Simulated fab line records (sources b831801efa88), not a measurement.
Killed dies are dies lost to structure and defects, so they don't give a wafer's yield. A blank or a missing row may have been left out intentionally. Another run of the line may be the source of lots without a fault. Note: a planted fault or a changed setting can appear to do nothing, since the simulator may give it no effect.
Shared-tool check + flow gf180mcu + Lots sampled 10, wafers sampled 36

== WHAT PROMPTED THE OPENING ==
At GF_HV_LDD_THK_MEAS_57 the reading HV_LDD_CVD_56_THK is flagged on 2 of 10 lots. No-fault wafers: 89.7 nm, standard deviation 0.87.
Rule: a lot is flagged in two cases, either no wafer of it has a number, or all its wafers with numbers fall more than 4 standard deviations from that mean. The other lots count as sound.

| lot  | measured     | on            | HV_LDD_CVD_56_THK (nm), wafer by wafer | flag    |
|------|--------------|---------------|----------------------------------------|---------|
| L303 | day 13 02:12 | film-metro-01 | 89.3 89.2 89.3                         |         |
| L305 | day 13 16:05 | film-metro-03 | 88.5 88.5 88.3                         |         |
| L307 | day 14 11:32 | film-metro-04 | 90.7 91.7 91.2                         |         |
| L311 | day 15 20:56 | film-metro-01 | 89.8 90.4 90.2                         |         |
| L315 | day 17 05:04 | film-metro-01 | 67.0 66.5 67.3 67.1 66.5 67.3          | FLAGGED |
| L316 | day 17 18:13 | film-metro-04 | 65.9 65.7 65.8 65.8 65.7 65.7          | FLAGGED |
| L320 | day 18 22:17 | film-metro-04 | 88.7 88.8 88.6                         |         |
| L321 | day 19 02:50 | film-metro-03 | 90.2 89.9 89.9                         |         |
| L323 | day 19 22:35 | film-metro-01 | 89.6 90.4 90.7                         |         |
| L324 | day 20 08:37 | film-metro-03 | 89.7 89.7 89.4                         |         |
On average the flagged lots' numbers are 66.4 nm, which is -23.3 nm against the usual, or -27 standard deviations.

== LOT BY LOT: THE TOOL USED ==
The record holds 2 process steps before the reading, out of a route of 602 steps. In each cell: the tool, then ch and the chambers that the sampled wafers went through, then the start.
| lot  | flag    | GF_LVPWELL_STRIP_10                 | GF_HV_LDD_CVD_56            |
|------|---------|-------------------------------------|-----------------------------|
| L303 |         | plasma-asher-03 ch 0,1, day 4 06:46 | lpcvd-02 ch 0, day 13 00:04 |
| L305 |         | plasma-asher-04 ch 0,1, day 4 17:35 | lpcvd-01 ch 1, day 13 13:56 |
| L307 |         | plasma-asher-04 ch 0,1, day 5 05:19 | lpcvd-02 ch 0, day 14 10:07 |
| L311 |         | plasma-asher-02 ch 0,1, day 6 04:55 | lpcvd-01 ch 1, day 15 19:29 |
| L315 | FLAGGED | plasma-asher-03 ch 0,1, day 7 02:17 | lpcvd-02 ch 0, day 17 03:37 |
| L316 | FLAGGED | plasma-asher-03 ch 0,1, day 7 11:17 | lpcvd-02 ch 1, day 17 16:02 |
| L320 |         | plasma-asher-02 ch 0,1, day 8 09:37 | lpcvd-01 ch 1, day 18 20:52 |
| L321 |         | plasma-asher-02 ch 0,1, day 8 12:36 | lpcvd-01 ch 1, day 19 01:25 |
| L323 |         | plasma-asher-02 ch 0,1, day 9 01:01 | lpcvd-01 ch 1, day 19 21:10 |
| L324 |         | plasma-asher-03 ch 0,1, day 9 07:51 | lpcvd-02 ch 0, day 20 07:10 |
What the steps here do:
- GF_LVPWELL_STRIP_10: strips in O2/N2.
- GF_HV_LDD_CVD_56: deposits Si3N4 from DCS/NH3, target thk 90 nm, time 1543 s.
- GF_HV_LDD_THK_MEAS_57

== FLAGGED AGAINST TOTAL, ONE TOOL AT A TIME (gauges that did the reading follow at the end) ==
| step                  | tool            | lots run | flagged | share of the flagged lots | sound lots run after its first flagged lot |
|-----------------------|-----------------|----------|---------|---------------------------|--------------------------------------------|
| GF_LVPWELL_STRIP_10   | plasma-asher-02 | 4        | 0       | none                      | -                                          |
| GF_LVPWELL_STRIP_10   | plasma-asher-03 | 4        | 2       | all                       | 1 (L324)                                   |
| GF_LVPWELL_STRIP_10   | plasma-asher-04 | 2        | 0       | none                      | -                                          |
| GF_HV_LDD_CVD_56      | lpcvd-01        | 5        | 0       | none                      | -                                          |
| GF_HV_LDD_CVD_56      | lpcvd-02        | 5        | 2       | all                       | 1 (L324)                                   |
| GF_HV_LDD_THK_MEAS_57 | film-metro-01   | 4        | 1       | some                      | 1 (L323)                                   |
| GF_HV_LDD_THK_MEAS_57 | film-metro-03   | 3        | 0       | none                      | -                                          |
| GF_HV_LDD_THK_MEAS_57 | film-metro-04   | 3        | 1       | some                      | 1 (L320)                                   |

== WHAT THE TABLE PERMITS ==
plasma-asher-03 at GF_LVPWELL_STRIP_10 and lpcvd-02 at GF_HV_LDD_CVD_56 are the 2 rows of the table that ran each flagged lot.
- plasma-asher-03 at GF_LVPWELL_STRIP_10 ran 4 lots, 2 of them flagged. Lots that were sound ran on it after the first flagged one (L324); a persistent fault on the entire tool would not allow that.
- lpcvd-02 at GF_HV_LDD_CVD_56 ran 5 lots, 2 of them flagged. Lots that were sound ran on it after the first flagged one (L324); a persistent fault on the entire tool would not allow that. Its own readings (spike-tc-bottom-C, spike-tc-centre-C, spike-tc-lower-C, spike-tc-top-C, spike-tc-upper-C, susceptor-temp-C) fall more than 4 standard deviations out on all wafers of the flagged lots.
None of the table's rows ran every flagged lot and, after the first, no sound lot.

== WHAT WAS PUT IN BY THE SIMULATOR ==
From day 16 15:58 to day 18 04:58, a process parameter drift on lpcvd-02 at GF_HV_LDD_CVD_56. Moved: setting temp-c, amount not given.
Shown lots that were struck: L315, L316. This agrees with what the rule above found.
